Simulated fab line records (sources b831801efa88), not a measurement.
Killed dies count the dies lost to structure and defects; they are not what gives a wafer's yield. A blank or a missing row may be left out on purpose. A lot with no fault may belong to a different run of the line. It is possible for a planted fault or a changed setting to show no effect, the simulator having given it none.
Chamber matching | flow gf180mcu | cmp-02 running GF_V3_CMP_04: 4 sister chambers
The step polishes SiO2. 4 wafers are shown with their chamber, then 10 later ones without.

== WAFERS, EACH WITH ITS CHAMBER ==
wafer  | chamber | motor-current-A (A)
L904.1 | 0       | 10.7
L908.2 | 2       | 12.6
L910.1 | 3       | 13.2
L910.3 | 1       | 10.2

== WAFERS MISSING THEIR CHAMBER ==
wafer  | motor-current-A (A)
L910.5 | 11.1
L912.1 | 10.6
L912.2 | 10.4
L912.6 | 12.2
L913.1 | 10.2
L913.3 | 11.5
L913.6 | 11.3
L914.1 | 11.7
L914.2 | 12.5
L914.4 | 11.3

== CHAMBER TAKEN BY EACH ==
wafer  | from the rows above               | in truth
L910.5 | can't be placed: 0 or 1           | 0
L912.1 | can't be placed: 0 or 1           | 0
L912.2 | can't be placed: 1 or 0           | 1
L912.6 | can't be placed: 2 or 3           | 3
L913.1 | can't be placed: 1 or 0           | 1
L913.3 | can't be placed: 0 or 2 or 1 or 3 | 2
L913.6 | can't be placed: 0 or 1 or 2      | 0
L914.1 | can't be placed: 2 or 0 or 1 or 3 | 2
L914.2 | can't be placed: 2 or 3           | 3
L914.4 | can't be placed: 0 or 1 or 2      | 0
Placed correctly: 0 of 10. Not placeable from these rows: 10 (in 10, the candidates include the true chamber). Wrongly placed: 0.
How it was worked out, from the rows above alone: a wafer's distance from a chamber is the root of the sum, over the readings, of the square of ((its reading less the chamber's mean) divided by the reading's scatter). If the next closest chamber is less than 2 further off than the closest, the wafer can't be placed; otherwise it belongs to the closest. Each chamber's mean is taken over the wafers shown for it. The scatter (one wafer shown for each chamber): square how far every hidden wafer sits from the nearest shown wafer, average those squares and take the square root.
